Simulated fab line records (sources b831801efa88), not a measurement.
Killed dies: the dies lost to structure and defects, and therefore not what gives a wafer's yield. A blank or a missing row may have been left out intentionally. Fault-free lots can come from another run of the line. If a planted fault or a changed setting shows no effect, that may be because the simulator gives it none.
Which tool is to blame? :: flow sky130 :: Sampling: 6 lots, 18 wafers, 3 of 708 route steps

== WHAT THE GAUGES READ, wafer by wafer ==
SKY_SD_N_RS_MEAS_17: measures by four-point-probe.
lot: L314
measured: day 31 03:40
on: film_metro-03
SD_P_RS (ohm/sq): 146.8 147.1 147.3

lot: L318
measured: day 32 05:59
on: film_metro-01
SD_P_RS (ohm/sq): 146.7 146.4 146.5

lot: L322
measured: day 33 11:09
on: film_metro-03
SD_P_RS (ohm/sq): 147.0 147.3 147.2

lot: L324
measured: day 34 05:40
on: film_metro-03
SD_P_RS (ohm/sq): 149.6 149.2 150.0

lot: L328
measured: day 34 22:09
on: film_metro-01
SD_P_RS (ohm/sq): 146.8 147.4 146.7

lot: L332
measured: day 36 03:02
on: film_metro-01
SD_P_RS (ohm/sq): 146.7 147.1 147.1

== EACH LOT AND THE TOOL THAT RAN IT (in order: tool; ch and the chambers of the sampled wafers; start) ==
lot: L314
SKY_POLY_CUT_ETCH_10: rie_diel-03 ch 1,2,3, day 27 11:52
SKY_SD_P_IMPLANT_09: implanter-04 ch 0, day 28 17:15

lot: L318
SKY_POLY_CUT_ETCH_10: rie_diel-02 ch 0,2, day 28 14:27
SKY_SD_P_IMPLANT_09: implanter-01 ch 0, day 29 20:49

lot: L322
SKY_POLY_CUT_ETCH_10: rie_diel-03 ch 0,1,2, day 29 22:56
SKY_SD_P_IMPLANT_09: implanter-01 ch 0, day 31 03:02

lot: L324
SKY_POLY_CUT_ETCH_10: rie_diel-03 ch 2,3, day 30 18:05
SKY_SD_P_IMPLANT_09: implanter-01 ch 0, day 31 22:30

lot: L328
SKY_POLY_CUT_ETCH_10: rie_diel-03 ch 0,3, day 31 11:11
SKY_SD_P_IMPLANT_09: implanter-02 ch 0, day 32 15:07

lot: L332
SKY_POLY_CUT_ETCH_10: rie_diel-04 ch 1,3, day 32 17:31
SKY_SD_P_IMPLANT_09: implanter-02 ch 0, day 33 20:22
- SKY_POLY_CUT_ETCH_10: etches BARC in N2/H2, stops on SiO2, time 45.9 s, target depth 60 nm.
- SKY_SD_P_IMPLANT_09

== THE ANSWER, worked out from the rows above alone ==
Rule: what is usual is taken from the lots themselves. The widest of any qualifying gaps counts: lots, ordered by their means at a reading, are off when they make up no more than a third of the lots, leave a main group of 4 or more, and stand apart from it by 3 or more times the standard deviation of that group's means. If all means in a main group match to the digits the tables above print for the reading, that group is not used. Also off: a lot with no number at a reading for which 4 or more lots have one. Any other lot the step has rows for is counted as sound.
Off: L324, seen at SKY_SD_N_RS_MEAS_17 (SD_P_RS). Mean 146.9 ohm/sq and standard deviation 0.22 in the main group.
If a tool, at a process step before that reading, ran all the lots that are off and no sound lot after the first of them, it fits. Those tools and the gauges at SKY_SD_N_RS_MEAS_17 are tried in the same way. This does not decide it: 2 tools fit, namely implanter-01 at SKY_SD_P_IMPLANT_09 and film_metro-03 at SKY_SD_N_RS_MEAS_17.

== WHAT HAD BEEN PUT IN BY THE SIMULATOR ==
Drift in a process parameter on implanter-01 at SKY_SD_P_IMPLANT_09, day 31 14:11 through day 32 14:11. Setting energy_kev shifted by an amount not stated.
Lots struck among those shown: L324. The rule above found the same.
